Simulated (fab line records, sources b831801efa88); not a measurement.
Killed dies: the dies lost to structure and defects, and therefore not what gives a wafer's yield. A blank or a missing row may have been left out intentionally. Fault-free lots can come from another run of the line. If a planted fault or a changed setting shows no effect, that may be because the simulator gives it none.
Which tool was responsible? | flow gf180mcu | 6 lots with 18 wafers sampled at 3 steps, on a route of 602 steps

== WHAT THE GAUGES SHOWED, per wafer ==
GF_HV_LDD_TW_MEAS_23.
lot  | measured     | on            | HV_LDD_2_TW
L311 | day 11 03:29 | film_metro-04 | 1041 1044 1039
L315 | day 12 12:50 | film_metro-04 | 1052 1043 1050
L319 | day 13 16:42 | film_metro-04 | 1051 1052 1053
L322 | day 14 17:02 | film_metro-04 | 1057 1049 1056
L328 | day 16 16:17 | film_metro-02 | 1114 1119 1124
L330 | day 17 04:02 | film_metro-02 | 1064 1066 1059

== WHICH TOOL RAN EACH LOT (tool, then ch and the chambers of the sampled wafers, then the start) ==
lot  | GF_VT_IMPLANT_STRIP_31               | GF_HV_LDD_IMPLANT_21
L311 | plasma_asher-03 ch 0,1, day 7 04:34  | implanter-03 ch 0, day 11 03:16
L315 | plasma_asher-03 ch 0,1, day 8 05:27  | implanter-03 ch 0, day 12 12:26
L319 | plasma_asher-01 ch 0,1, day 9 07:31  | implanter-02 ch 0, day 13 16:27
L322 | plasma_asher-04 ch 1, day 10 04:48   | implanter-03 ch 0, day 14 16:47
L328 | plasma_asher-01 ch 0,1, day 11 21:27 | implanter-03 ch 0, day 16 16:03
L330 | plasma_asher-04 ch 0,1, day 12 09:24 | implanter-02 ch 0, day 17 03:47
- GF_VT_IMPLANT_STRIP_31: strips in O2/N2.
- GF_HV_LDD_IMPLANT_21

== THE ANSWER, worked out from the rows above alone ==
Rule: the lots themselves supply what counts as usual. The widest of any qualifying gaps counts: lots, ordered by their means at a reading, are off when they make up no more than a third of the lots, leave a main group of 4 or more, and stand apart from it by 3 or more times the standard deviation of that group's means. If all means in a main group match to the digits the tables above print for the reading, that group is not used. Also off: a lot with no number at a reading for which 4 or more lots have one. Any other lot the step has rows for is counted as sound.
Off: L328, seen at GF_HV_LDD_TW_MEAS_23 (HV_LDD_2_TW). The main group has a mean of 1052 with a standard deviation of 7.1.
A tool fits if, at a process step before that reading, it ran every lot that is off, and no sound lot after the first of them. Gauges at GF_HV_LDD_TW_MEAS_23: tried the same way as those tools. 2 tools fit, plasma_asher-01 at GF_VT_IMPLANT_STRIP_31 and implanter-03 at GF_HV_LDD_IMPLANT_21, so this cannot tell which one it is.

== WHAT THE SIMULATOR HAD INSERTED ==
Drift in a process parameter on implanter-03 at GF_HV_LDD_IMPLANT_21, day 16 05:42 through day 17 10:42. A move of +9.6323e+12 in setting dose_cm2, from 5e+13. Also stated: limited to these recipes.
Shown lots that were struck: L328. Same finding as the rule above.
